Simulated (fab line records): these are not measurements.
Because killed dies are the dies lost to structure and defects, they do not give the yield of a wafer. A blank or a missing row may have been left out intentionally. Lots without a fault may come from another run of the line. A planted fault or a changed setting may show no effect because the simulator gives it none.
Matching of chambers || flow gf180mcu || cmp-02 running GF_CONTACT_CMP_27: 4 sister chambers
The step polishes, stops on SiO2, t overpolish 15 s, target thk 0 nm. 8 wafers are shown with their chamber, then 12 later ones without.

== WAFERS WITH THEIR CHAMBER ==
{"wafer": "L085.1", "chamber": 2, "motor-current-A (A)": 11.3, "overpolish-run-s (s)": 15.007}
{"wafer": "L087.1", "chamber": 1, "motor-current-A (A)": 9.5, "overpolish-run-s (s)": 14.988}
{"wafer": "L088.2", "chamber": 1, "motor-current-A (A)": 9.5, "overpolish-run-s (s)": 14.995}
{"wafer": "L088.3", "chamber": 2, "motor-current-A (A)": 11.3, "overpolish-run-s (s)": 15.014}
{"wafer": "L088.6", "chamber": 0, "motor-current-A (A)": 11.2, "overpolish-run-s (s)": 14.996}
{"wafer": "L089.2", "chamber": 3, "motor-current-A (A)": 11.7, "overpolish-run-s (s)": 14.992}
{"wafer": "L089.4", "chamber": 0, "motor-current-A (A)": 11.0, "overpolish-run-s (s)": 14.991}
{"wafer": "L089.6", "chamber": 3, "motor-current-A (A)": 12.3, "overpolish-run-s (s)": 14.985}

== WAFERS WITHOUT THEIR CHAMBER ==
{"wafer": "L091.3", "motor-current-A (A)": 11.7, "overpolish-run-s (s)": 15.007}
{"wafer": "L091.4", "motor-current-A (A)": 10.4, "overpolish-run-s (s)": 14.993}
{"wafer": "L091.5", "motor-current-A (A)": 10.1, "overpolish-run-s (s)": 15.002}
{"wafer": "L092.1", "motor-current-A (A)": 11.8, "overpolish-run-s (s)": 14.985}
{"wafer": "L092.3", "motor-current-A (A)": 10.0, "overpolish-run-s (s)": 15.000}
{"wafer": "L092.6", "motor-current-A (A)": 10.2, "overpolish-run-s (s)": 14.993}
{"wafer": "L093.2", "motor-current-A (A)": 11.7, "overpolish-run-s (s)": 15.002}
{"wafer": "L093.4", "motor-current-A (A)": 12.0, "overpolish-run-s (s)": 14.984}
{"wafer": "L093.6", "motor-current-A (A)": 12.1, "overpolish-run-s (s)": 14.998}
{"wafer": "L095.1", "motor-current-A (A)": 11.0, "overpolish-run-s (s)": 15.003}
{"wafer": "L095.3", "motor-current-A (A)": 11.9, "overpolish-run-s (s)": 14.992}
{"wafer": "L095.5", "motor-current-A (A)": 12.1, "overpolish-run-s (s)": 14.995}

== WHICH CHAMBER EACH ONE RAN IN ==
{"wafer": "L091.3", "from the rows above": 2, "in truth": 2}
{"wafer": "L091.4", "from the rows above": "can't be placed: 0 or 1", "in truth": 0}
{"wafer": "L091.5", "from the rows above": "can't be placed: 1 or 0", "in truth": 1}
{"wafer": "L092.1", "from the rows above": 3, "in truth": 3}
{"wafer": "L092.3", "from the rows above": 1, "in truth": 1}
{"wafer": "L092.6", "from the rows above": "can't be placed: 1 or 0", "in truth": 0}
{"wafer": "L093.2", "from the rows above": "can't be placed: 2 or 3 or 0", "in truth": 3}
{"wafer": "L093.4", "from the rows above": 3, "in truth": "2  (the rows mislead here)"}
{"wafer": "L093.6", "from the rows above": 3, "in truth": 3}
{"wafer": "L095.1", "from the rows above": "can't be placed: 0 or 2", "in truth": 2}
{"wafer": "L095.3", "from the rows above": 3, "in truth": 3}
{"wafer": "L095.5", "from the rows above": 3, "in truth": 3}
Placed correctly: 6 of 12. From these rows, 5 cannot be placed; in 5 the true chamber is one of the candidates. 1 placed wrongly.
How it was worked out, from the rows above alone: a wafer's distance from a chamber is the root of the sum, over the readings, of the square of ((its reading less the chamber's mean) divided by the reading's scatter). If the next closest chamber is less than 2 further off than the closest, the wafer can't be placed; otherwise it belongs to the closest. Each chamber's mean is taken over the wafers shown for it. The scatter is the square root of a quotient: the sum, over the shown wafers, of each reading's squared deviation from its chamber's mean, divided by wafers minus chambers.
